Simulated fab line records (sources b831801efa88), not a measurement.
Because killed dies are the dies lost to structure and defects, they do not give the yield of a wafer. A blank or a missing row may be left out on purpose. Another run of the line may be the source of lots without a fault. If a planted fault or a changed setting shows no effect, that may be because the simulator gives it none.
A single fault, viewed from 2 desks | flow sfqLine | only its own numbers are on each desk; what lay behind them is given at the end

AT THE TOOL OWNER'S DESK: pvdSputter-05
The tool's own readings at SFQ_TRILAYER_M0_DEP_SPUTTER_019 (material Nb, target thk 200 nm, time 133.3 s): means of the sampled wafers that have a number, for each lot that ran on this tool. A lot is out of limits, marked OUT, if its mean lies more than 4 standard deviations from the usual mean; the brackets give that distance.
Columns: A = cathodeDcPowerW at SFQ_TRILAYER_M0_DEP_SPUTTER_019, usual 2000.0 W; B = throttleValvePct at SFQ_TRILAYER_M0_DEP_SPUTTER_019, usual 29.0 %
lot  | first seen here | A      | B
L288 | day 5 00:47     | 1999.8 | 27.4
L297 | day 7 05:08     | 2000.2 | 28.0
L298 | day 7 10:58     | 1999.5 | 27.9
Result from this desk: across the 3 lots, nothing is out of limits.

AT THE METROLOGY DESK
What the gauges read for every lot (on any tool): the sampled wafers with a number, averaged. A lot is out of limits, marked OUT, if its mean lies more than 4 standard deviations from the usual mean; the brackets give that distance.
Columns: A = L0V_OVL at SFQ_L0V_OVL_MEAS_903, usual 0 nm; B = M0_NB_RS at SFQ_M0_RS_MEAS_904, usual 0.888 ohm/sq; C = M0_OVL at SFQ_M0_OVL_MEAS_906, usual 3 nm; D = I0_BOW at SFQ_I0_BOW_MEAS_907, usual 1 um; E = I0_OVL at SFQ_I0_OVL_MEAS_908, usual -6 nm; F = M8_BOW at SFQ_M8_BOW_MEAS_951, usual 9 um
lot  | first seen here | A  | B               | C  | D   | E   | F
L288 | day 4 23:52     | 3  | 0.890           | -0 | -1  | -10 | 5
L290 | day 5 14:16     | 2  | 0.892           | 3  | -11 | -3  | -4
L297 | day 7 04:13     | 1  | 1.299 (+44) OUT | 1  | -4  | -1  | -2
L298 | day 7 10:00     | 10 | 1.294 (+44) OUT | 3  | 4   | -9  | 18
L301 | day 7 23:13     | 1  | 0.898           | 15 | 13  | -7  | 27
L305 | day 8 17:19     | 7  | 0.889           | 3  | -4  | -11 | 20
Finding of this desk: L297, L298 out of limits, first seen on L297 at day 7 05:16 (M0_NB_RS at SFQ_M0_RS_MEAS_904). L288, L290, L301, L305: within limits.

BROUGHT TOGETHER
L297, L298 would have let the metrology desk raise an alarm at day 7 05:16.
Nothing out of limits was seen by the tool owner's desk.
Tool owner's desk: L297, L298 on record, inside its limits.
Of the lots named, all ran SFQ_TRILAYER_M0_DEP_SPUTTER_019 on pvdSputter-05.

WHAT THE SIMULATOR PUT IN
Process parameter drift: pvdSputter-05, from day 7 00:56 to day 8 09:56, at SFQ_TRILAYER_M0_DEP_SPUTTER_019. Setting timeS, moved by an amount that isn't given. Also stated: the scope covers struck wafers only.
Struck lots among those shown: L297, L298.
Time in hours between the start of the fault and the first out-of-limits reading at each desk: metrology desk, 4.
